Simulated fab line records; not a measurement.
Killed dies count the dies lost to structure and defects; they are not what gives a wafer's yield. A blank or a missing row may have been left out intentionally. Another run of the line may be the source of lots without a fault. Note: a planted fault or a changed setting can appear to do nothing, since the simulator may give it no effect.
Chamber matching :: flow sky130 :: rie diel-01 running SKY_FIELD_ISO_ETCH_14: 4 sister chambers
The step etches BARC in N2/H2, stops on SiO2, time 45.9 s, target depth 60 nm. 8 wafers are shown with their chamber, then 7 later ones without.

== WAFERS, EACH WITH ITS CHAMBER ==
wafer: L075.3
chamber: 2
oes product au (a.u.): 0.859
n2 flow sccm (sccm): 99.9

wafer: L077.1
chamber: 0
oes product au (a.u.): 0.854
n2 flow sccm (sccm): 100.1

wafer: L077.4
chamber: 1
oes product au (a.u.): 0.863
n2 flow sccm (sccm): 99.6

wafer: L080.1
chamber: 1
oes product au (a.u.): 0.856
n2 flow sccm (sccm): 100.0

wafer: L080.2
chamber: 3
oes product au (a.u.): 0.851
n2 flow sccm (sccm): 99.6

wafer: L080.5
chamber: 2
oes product au (a.u.): 0.861
n2 flow sccm (sccm): 100.7

wafer: L081.1
chamber: 0
oes product au (a.u.): 0.857
n2 flow sccm (sccm): 100.1

wafer: L081.3
chamber: 3
oes product au (a.u.): 0.847
n2 flow sccm (sccm): 99.3

== WAFERS MISSING THEIR CHAMBER ==
wafer: L081.4
oes product au (a.u.): 0.856
n2 flow sccm (sccm): 100.0

wafer: L086.1
oes product au (a.u.): 0.854
n2 flow sccm (sccm): 99.4

wafer: L086.3
oes product au (a.u.): 0.850
n2 flow sccm (sccm): 100.4

wafer: L086.4
oes product au (a.u.): 0.851
n2 flow sccm (sccm): 100.0

wafer: L096.3
oes product au (a.u.): 0.854
n2 flow sccm (sccm): 99.8

wafer: L096.4
oes product au (a.u.): 0.853
n2 flow sccm (sccm): 100.7

wafer: L096.5
oes product au (a.u.): 0.853
n2 flow sccm (sccm): 100.3

== WHICH CHAMBER EACH ONE RAN IN ==
wafer: L081.4
from the rows above: can't be placed: 0 or 1 or 2
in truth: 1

wafer: L086.1
from the rows above: can't be placed: 3 or 1 or 0 or 2
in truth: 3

wafer: L086.3
from the rows above: can't be placed: 0 or 3 or 2 or 1
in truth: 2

wafer: L086.4
from the rows above: can't be placed: 0 or 3 or 1 or 2
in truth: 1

wafer: L096.3
from the rows above: can't be placed: 0 or 1 or 3 or 2
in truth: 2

wafer: L096.4
from the rows above: can't be placed: 0 or 2 or 1 or 3
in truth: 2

wafer: L096.5
from the rows above: can't be placed: 0 or 2 or 1 or 3
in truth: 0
Correctly placed: 0 of 7. Unplaceable from these rows: 7, with the true chamber sitting among the candidates in 7. 0 placed wrongly.
How it was worked out, from the rows above alone: a wafer's distance from a chamber is the root of the sum, over the readings, of the square of ((its reading less the chamber's mean) divided by the reading's scatter). If the next closest chamber is less than 2 further off than the closest, the wafer can't be placed; otherwise it belongs to the closest. The mean given for a chamber averages the wafers shown for that chamber. The scatter: the root of (the sum of the squares of (reading less its chamber's mean) over the shown wafers, divided by (wafers less chambers)).
